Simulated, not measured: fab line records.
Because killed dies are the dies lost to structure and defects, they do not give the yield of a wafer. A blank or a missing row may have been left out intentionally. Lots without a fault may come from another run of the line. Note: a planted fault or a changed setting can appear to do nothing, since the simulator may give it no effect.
A lot that was struck, set against a sound lot	flow sky130	25 steps out of a route of 708
Sound: these wafers, L838.1, L838.2, L838.3. Wafers L845.2, L845.4, L845.6 were the ones struck. The cause comes at the end.
Each step with rows lists, per side, the tool, then ch with its chambers, then its first start. Under that, the readings that differ: sound wafers	struck wafers	difference of the means	sigmas: that difference in standard deviations of wafers without a fault.
alike: readings whose means differ by less than 2 such deviations, and words and numbers that are the same on both sides. not compared: withheld readings, readings that some wafer has no value for, bounds like >300 that may hide the same value, and numbers for which the record gives no deviation and whose values overlap.
Wherever a step has rows on one side only, a row that says differs or no value, or a row with sigmas, the two part there. When numbers do not overlap yet have no deviation, they are printed without sigmas and do not part them. Lack of a reading on every wafer of one side parts them only where that side has two or more wafers.

first, 3 steps without rows for these wafers: SKY_LOCAL_INTERCONNECT_STRIP_16 (strips in post etch residue remover, time 1200 s); SKY_LOCAL_INTERCONNECT_CLEAN_17 (cleans in IPA, time 180 s); SKY_LOCAL_INTERCONNECT_CLEAN_18 (cleans in O3/DIW).
SKY_CONTACT_CVD_00: deposits Si3N4, target thk 75 nm.
  sound on pecvd-04 ch 0,1,2, day 34 15:32; struck on pecvd-02 ch 0,1, day 37 04:35
  alike: heater-power-w
SKY_CONTACT_THK_MEAS_01:
  sound: film-metro-03 at day 34 15:34; struck: film-metro-01 at day 37 04:39
  alike: CONTACT_CVD_00_THK
then, 1 step without rows for these wafers: SKY_CONTACT_HDPCVD_02 (deposits SiO2, target thk 565 nm, time 94.2 s).
SKY_CONTACT_THK_MEAS_03:
  sound: film-metro-01 at day 34 15:42; struck: film-metro-04 at day 37 04:47
  alike: CONTACT_HDPCVD_THK
SKY_CONTACT_CMP_04: polishes SiO2.
  sound on cmp-02 ch 0,1,2, day 34 15:46; struck on cmp-01 ch 0,1,3, day 37 04:56
  alike: motor-current-A, time-to-endpoint-s
SKY_CONTACT_BOW_MEAS_05:
  sound: film-metro-03 at day 34 16:04; struck: film-metro-03 at day 37 05:09
  alike: CONTACT_BOW
then, 3 steps without rows for these wafers: SKY_CONTACT_DEHYDRATE_06 (time 60 s); SKY_CONTACT_HMDS_07 (prime time 60 s); SKY_CONTACT_COAT_08 (resist thk 60 nm).
SKY_CONTACT_COAT_09: resist thk 450 nm.
  sound on litho-track-03 ch 0, day 35 05:00; struck on litho-track-03 ch 0, day 37 18:00
reading	sound	struck	difference	sigmas
model.KrF-thick_of_CONTACT_COAT_09.thk-nm (nm)	449.5 449.7 448.8	429.8 430 429.4	-19.6	
  alike: spin-speed-rpm
then, 4 steps without rows for these wafers: SKY_CONTACT_SOFTBAKE_10 (time 90 s); SKY_CONTACT_EXPOSE_11 (exposes mask CTM1, target cd 170 nm); SKY_CONTACT_PEB_12; SKY_CONTACT_DEVELOP_13 (develop time 60 s).
SKY_CONTACT_CD_MEAS_14: target cd 170 nm.
  sound: cd-sem-01 at day 35 18:47; struck: cd-sem-01 at day 38 07:05
  alike: cd-nm
SKY_CONTACT_OVL_MEAS_15:
  sound: overlay-01 at day 35 18:54; struck: overlay-02 at day 38 07:12
reading	sound	struck	difference	sigmas
CONTACT_OVL (nm)	-2 -9 -4	6 6 7	+11	+2
SKY_CONTACT_ETCH_16: etches BARC in N2/H2, stops on SiO2, time 45.9 s, target depth 60 nm.
  sound on rie-diel-01 ch 1,2,3, day 35 18:56; struck on rie-diel-01 ch 1,2,3, day 38 07:14
  alike: drypump-motor-current-A, oes-product-au, throttle-valve-pct
  not compared: rf-hours-counter-h
SKY_CONTACT_ETCH_17: etches SiO2 in C4F8/O2/Ar, stops on Si3N4, target depth 340 nm.
  sound on rie-diel-01 ch 1,2,3, day 35 18:59; struck on rie-diel-01 ch 1,2,3, day 38 07:16
  alike: oes-product-au
SKY_CONTACT_ETCH_18: etches Si3N4 in CHF3/O2, stops on TiN, time 39 s, target depth 75 nm.
  sound on rie-diel-01 ch 1,2,3; struck on rie-diel-01 ch 1,2,3
reading	sound	struck	difference	sigmas
model.KrF-thick_of_CONTACT_COAT_09.thk-nm (nm)	243.1 240.8 242.3	223.8 220.8 225.2	-18.8	
  alike: drypump-motor-current-A, oes-product-au, throttle-valve-pct
  not compared: rf-hours-counter-h
SKY_CONTACT_STRIP_19: strips in O2/N2.
  sound on plasma-asher-03 ch 0,1, day 35 19:04; struck on plasma-asher-01 ch 0,1, day 38 07:22
reading	sound	struck	difference	sigmas
strip-time-to-endpoint-s (s)	3.601 3.600 3.609	3.422 3.388 3.437	-0.188	-7
  alike: drypump-motor-current-A, oes-product-au
  not compared: rf-hours-counter-h
then, 1 step without rows for these wafers: SKY_CONTACT_STRIP_20 (strips in post etch residue remover, time 1200 s).
-- the record jumps here: 12 days lie between the struck wafers' starts before and after (it left off in module CONTACT and takes up again in module PAD_OPEN, whose first step shown is number 708 of the route) --
SKY_PAD_OPEN_PROBE_99:
  sound: prober-02 at day 48 22:13; struck: prober-01 at day 50 14:19
  alike: killed_at_M0_to_M3, killed_at_M4_up, killed-at-contacts, killed-at-front-end, killed-at-other, killed-dies, killed-open, killed-short

## WHERE THEY PART
At SKY_CONTACT_OVL_MEAS_15 first; at SKY_CONTACT_STRIP_19 last (within this record only). Later steps at which nothing parts them and some readings are alike: SKY_PAD_OPEN_PROBE_99.

WHY: what the simulator had put in
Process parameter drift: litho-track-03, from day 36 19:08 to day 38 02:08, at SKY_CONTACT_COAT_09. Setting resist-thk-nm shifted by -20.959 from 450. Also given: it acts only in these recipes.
